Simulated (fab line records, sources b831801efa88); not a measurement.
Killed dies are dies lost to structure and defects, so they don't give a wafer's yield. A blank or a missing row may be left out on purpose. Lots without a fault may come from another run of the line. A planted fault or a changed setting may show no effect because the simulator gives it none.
fab line records | flow sky130
record lots=6 wafers=18 last_day=49
route steps=708 shown VIA4@644 PAD_OPEN@708
lots that met no fault: from a run of the same line without faults
start_h: hours from the record's first day to the start of the lot's first wafer shown | wait_h: hours since the lot's step before | " the same as in the row above | L1.1+2: a row that stands for several wafers | - no value, or no start given | * or withheld: withheld | < > ~ a bound
route shown NAME@n: a module of which the file shows steps, and the number in the route of the first | usual: mean/standard deviation of fault-free wafers | same: alike in all rows | chamber/n: place in a boat | sites: the reading at each site | _std_site: their standard deviation | _edge_site: outer sites' mean less inner sites' | radius_mm: how far each site lies from the wafer's centre | mask NAME#n: copy n | behind: the tool/chamber that last shaped the wafer | hold: why the lot was held/for how many hours/how that ended | device: the transistor (n, p or np) that didn't switch | end of line: the same wafers' tests at the end of the route | a step without rows: its recipe alone | killed: dies lost to structure and defects at the first sort, not the wafer's yield | map: a wafer's dies, x killed, . not, _ none there
set.NAME: the setting as run; set.NAME@STEP: as run at that earlier step | model.NAME: the simulator's own value behind a step, which no gauge read
lots at some steps of the route; a table a step, a row a wafer
services: from which hour (start_h, from the record's first day; less than 0 if before it) a tool's chamber was out of use, for how many hours, and why
## steps
# step SKY_VIA4_HMDS_05
# recipe prime_time_s=60 prime_temp_c=120
# step SKY_VIA4_COAT_06
# recipe resist=NOVOLAK spin_rpm=3000 resist_thk_nm=1140
# step SKY_VIA4_SOFTBAKE_07
# recipe temp_c=90 time_s=60 resist=NOVOLAK
# step SKY_VIA4_EXPOSE_08
# recipe mask_id=VIM4 na=0.6 source_shape=conventional sigma_outer=0.6 polarization=unpolarized target_cd_nm=800 dose_mj=132
# step SKY_VIA4_PEB_09
# recipe temp_c=withheld time_s=* resist=NOVOLAK
# step SKY_VIA4_DEVELOP_10
# recipe resist=NOVOLAK developer=TMAH develop_time_s=60 dev_temp_c=23
# step SKY_VIA4_OVL_MEAS_11
# usual VIA4_OVL=0.4/1.1
# columns lot.wafer tool chamber start_h wait_h VIA4_OVL[nm]
L270.1 overlay-01 - 1037.28 0.1 0.1
L270.4 " - " " -0.1
L270.6 " - " " 0.0
L277.1 overlay-02 - 1067.43 0.1 1.9
L277.2 " - " " 0.1
L277.6 " - " " 0.0
L278.2 overlay-01 - 1073.63 0.1 -1.6
L278.3 " - " " 1.3
L278.6 " - " " -0.6
L279.1 overlay-01 - 1083.30 0.1 0.4
L279.2 " - " " 0.4
L279.3 " - " " 2.0
L286.1 overlay-02 - 1123.85 0.1 -1.2
L286.2 " - " " -0.1
L286.5 " - " " 0.8
L287.2 overlay-02 - 1124.16 0.1 1.1
L287.3 " - " " 1.9
L287.6 " - " " 0.5
# step SKY_VIA4_ETCH_12
# recipe target=SiO2 chemistry=C4F8/O2/Ar stop_on=TiN mask_material=NOVOLAK source_w=1500 bias_w=1200 pressure_mtorr=40 c4f8_flow_sccm=withheld O2_flow_sccm=6 Ar_flow_sccm=300 time_s=withheld target_depth_a=5800
# usual bias_w=1200/3.6 oes_product_au=0.926/0.0047
# columns lot.wafer tool chamber start_h wait_h bias_w oes_product_au
L270.1 rie_diel-01 0 1037.32 0.0 1198 0.927
L270.4 " 1 " " 1197 0.922
L270.6 " 0 " " 1198 0.923
L277.1 rie_diel-04 3 1067.47 0.0 1197 0.927
L277.2 " 1 " " 1200 0.924
L277.6 " 0 " " 1203 0.920
L278.2 rie_diel-03 2 1073.66 0.0 1200 0.930
L278.3 " 3 " " 1197 0.932
L278.6 " 1 " " 1202 0.930
L279.1 rie_diel-04 3 1083.34 0.0 1196 0.922
L279.2 " 2 " " 1205 0.932
L279.3 " 1 " " 1196 0.934
L286.1 rie_diel-01 2 1123.89 0.0 1200 0.924
L286.2 " 1 " " 1198 0.919
L286.5 " 3 " " 1202 0.925
L287.2 rie_diel-04 3 1124.19 0.0 1196 0.930
L287.3 " 2 " " 1196 0.924
L287.6 " 2 " " 1200 0.930
# step SKY_VIA4_STRIP_13
# recipe chemistry=O2/N2 power_w=1400 pressure_mtorr=1500 platen_temp_c=withheld o2_flow_sccm=3000 n2_flow_sccm=300 overash_fraction=0.5
# usual drypump_motor_current_A=5.7/0.6 n2_flow_sccm=300.0/0.92 oes_product_au=0.710/0.0048 strip_time_to_endpoint_s=12.81/0.035
# columns lot.wafer tool chamber start_h wait_h drypump_motor_current_A n2_flow_sccm oes_product_au rf_hours_counter_h strip_time_to_endpoint_s
L270.1 plasma_asher-03 0 1037.39 - 4.7 301.9 0.709 58 12.81
L270.4 " 0 " " 4.7 299.0 0.708 - 12.87
L270.6 " 0 " " 4.7 300.9 0.709 - 12.81
L277.1 plasma_asher-03 0 1067.54 - 4.7 301.3 0.708 61 12.76
L277.2 " 1 " " 5.9 299.4 0.711 61 12.79
L277.6 " 0 " " 4.7 300.4 0.709 - 12.80
L278.2 plasma_asher-01 1 1073.74 - 5.3 298.8 0.706 1 12.77
L278.3 " 1 " " 5.3 298.4 0.713 - 12.76
L278.6 " 1 " " 5.3 299.3 0.698 - 12.77
L279.1 plasma_asher-03 1 1083.41 - 5.9 300.9 0.717 62 12.76
L279.2 " 0 " " 4.7 299.8 0.706 62 12.82
L279.3 " 0 " " 4.7 298.0 0.714 - 12.76
L286.1 plasma_asher-03 1 1123.96 - 5.9 299.2 0.712 66 12.82
L286.2 " 0 " " 4.7 300.6 0.712 66 12.82
L286.5 " 1 " " 5.9 300.6 0.705 - 12.81
L287.2 plasma_asher-01 0 1124.26 - 6.0 298.1 0.711 6 12.93
L287.3 " 1 " " 5.3 300.3 0.714 - 12.83
L287.6 " 0 " " 6.0 299.6 0.704 - 12.87
# step SKY_VIA4_STRIP_14
# recipe chemistry=post_etch_residue_remover time_s=1200 temp_c=72.5
# step SKY_VIA4_CLEAN_15
# recipe chemistry=IPA time_s=180 temp_c=25
# step SKY_VIA4_CLEAN_16
# recipe chemistry=O3/DIW dry=n2_spin
# step SKY_VIA4_SPUTTER_17
# recipe material=TiN target_thk_nm=20 chamber_pressure_pa=5 power_w=4000 time_s=80
# usual chamber_pressure_pa=5.000/0.01 throttle_valve_pct=29.6/1.1
# columns lot.wafer tool chamber start_h wait_h chamber_pressure_pa throttle_valve_pct model.TiN_of_VIA4_SPUTTER_17.thk_nm
L270.1 pvd_sputter-03 - 1038.01 0.0 5.016 28.7 20.24
L270.4 " - " " 4.997 29.8 19.84
L270.6 " - " " 4.991 29.4 19.87
L277.1 pvd_sputter-01 - 1068.13 0.0 5.011 30.1 20.02
L277.2 " - " " 4.989 31.0 19.72
L277.6 " - " " 4.996 30.1 20.12
L278.2 pvd_sputter-03 - 1074.33 0.0 4.984 27.1 20.15
L278.3 " - " " 5.006 30.4 19.97
L278.6 " - " " 4.997 30.3 19.93
L279.1 pvd_sputter-03 - 1084.05 0.0 5.005 27.2 19.87
L279.2 " - " " 5.009 28.7 19.96
L279.3 " - " " 4.988 30.1 19.58
L286.1 pvd_sputter-01 - 1124.56 0.0 5.005 30.4 20.17
L286.2 " - " " 5.133 29.1 19.89
L286.5 " - " " 5.017 30.5 20.1
L287.2 pvd_sputter-01 - 1124.86 0.0 4.989 30.3 19.9
L287.3 " - " " 5.160 29.6 19.57
L287.6 " - " " 5.151 29.6 19.61
# step SKY_VIA4_CVD_18
# recipe material=W target_thk_nm=505 time_s=152.14 temp_c=400 pressure_torr=40
# usual heater_power_w=834/41
# columns lot.wafer tool chamber start_h wait_h heater_power_w
L270.1 cvd_w-01 1 1038.07 0.0 843
L270.4 " 0 " " 755
L270.6 " 0 " " 770
L277.1 cvd_w-01 0 1068.19 0.0 770
L277.2 " 1 " " 843
L277.6 " 0 " " 783
L278.2 cvd_w-01 0 1074.39 0.0 761
L278.3 " 1 " " 843
L278.6 " 1 " " 870
L279.1 cvd_w-01 1 1084.11 0.0 845
L279.2 " 0 " " 786
L279.3 " 1 " " 845
L286.1 cvd_w-01 0 1124.62 0.0 755
L286.2 " 1 " " 850
L286.5 " 0 " " 759
L287.2 cvd_w-02 0 1124.92 0.0 870
L287.3 " 1 " " 879
L287.6 " 0 " " 866
# step SKY_PAD_OPEN_PROBE_99
# usual defect_limited_yield=82.4/1.9 killed_at_M0_to_M3=43/6.5 killed_at_M4_up=3.3/2 killed_at_contacts=24/5.2 killed_at_front_end=16/4.2 killed_at_other=0.3/0.6 killed_dies=87/9.3 killed_open=47/7.8 killed_short=39/6.2 sort_bin_3_pad_short=0.9/0.42 sort_bin_5_function=10.5/1.4 sort_bin_6_memory=6.3/0.97 sort_n_pass=405/9.3 sort_yield_pct=82.4/1.9
# same gross_dies=492 killed_at_back_side=0 sort_bin_4_leakage[%]=0 sort_bin_8_speed[%]=0
# columns lot.wafer tool chamber start_h wait_h defect_limited_yield[%] killed_at_M0_to_M3 killed_at_M4_up killed_at_contacts killed_at_front_end killed_at_other killed_dies killed_open killed_short sort_bin_3_pad_short[%] sort_bin_5_function[%] sort_bin_6_memory[%] sort_n_pass sort_yield_pct[%]
L286.1 prober-02 - 1180.40 0.1 83.5 45 2 21 13 0 81 43 36 0.6 10.6 5.3 411 83.5
L286.2 prober-02 - 1180.45 0.1 79.7 47 4 32 15 2 100 51 46 1.6 10.6 8.1 392 79.7
L286.5 prober-02 - 1180.60 0.2 83.9 33 7 24 15 0 79 39 40 0.8 8.3 6.9 413 83.9
# killed by level:class
L286.1 VIA1:geometric_particle:open=7 LI_CONTACT:geometric_particle:open=7 VIA3:geometric_particle:open=7 METAL2:geometric_particle:short=6 CONTACT:geometric_particle:open=5 METAL1:geometric_particle:short=5 VIA1:geometric_particle:short=5 FIELD_ISO:geometric_particle:open=4
L286.2 VIA1:geometric_particle:open=11 LI_CONTACT:geometric_particle:open=9 CONTACT:geometric_particle:open=9 VIA3:geometric_particle:open=7 CONTACT:geometric_particle:short=6 METAL1:geometric_particle:short=6 LOCAL_INTERCONNECT:geometric_particle:short=5 VIA2:geometric_particle:open=4
L286.5 VIA1:geometric_particle:open=8 VIA3:geometric_particle:open=7 LI_CONTACT:geometric_particle:open=6 CONTACT:geometric_particle:open=6 METAL1:geometric_particle:short=6 METAL4:geometric_particle:short=6 LOCAL_INTERCONNECT:geometric_particle:short=5 FIELD_ISO:geometric_particle:short=4
## services
# columns tool chamber start_h hours kind
rie_diel-01 - 1020.64 14.6 pm
plasma_asher-01 - 1055.25 9.0 pm
plasma_asher-01 0 1055.25 9.0 vent_cycle
plasma_asher-01 1 1055.25 9.0 vent_cycle
plasma_asher-01 0 1064.25 - clean
plasma_asher-01 1 1064.25 - clean
pvd_sputter-01 - 1065.69 2.4 repair
pvd_sputter-03 3 1073.01 - consumable_replace:kit
pvd_sputter-03 3 1073.01 18.0 scheduled_down
pvd_sputter-03 3 1073.01 18.0 vent_cycle
pvd_sputter-01 1 1075.19 - consumable_replace:kit
pvd_sputter-01 1 1075.19 18.0 scheduled_down
pvd_sputter-01 1 1075.19 18.0 vent_cycle
cvd_w-02 - 1078.23 0.2 repair
rie_diel-04 0 1086.46 7.4 repair
cvd_w-01 1 1108.32 7.1 repair
pvd_sputter-01 - 1109.62 5.3 repair
cvd_w-02 - 1113.85 2.8 pm
rie_diel-04 1 1114.12 72.2 repair
## key
first_sign step=SKY_VIA4_SPUTTER_17 reading=chamber_pressure_pa direction=up sigmas=14 usual=5.000 struck=5.148
effect none on later readings
model_effect step=SKY_VIA4_SPUTTER_17 value=TiN_of_VIA4_SPUTTER_17.thk_nm without=20.23 struck=19.69
met_at SKY_VIA4_SPUTTER_17
struck_wafers L286.2,L287.3,L287.6
onset_between 1068.13 1124.56
fault kind=process_parameter_drift tool=pvd_sputter-01 chamber=- onset_h=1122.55 steps=SKY_VIA4_SPUTTER_17 channel=chamber_pressure_pa offset=0.15151 shape=step end_h=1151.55 acts_in=these_recipes_only stated=5 scope=struck_wafers_only
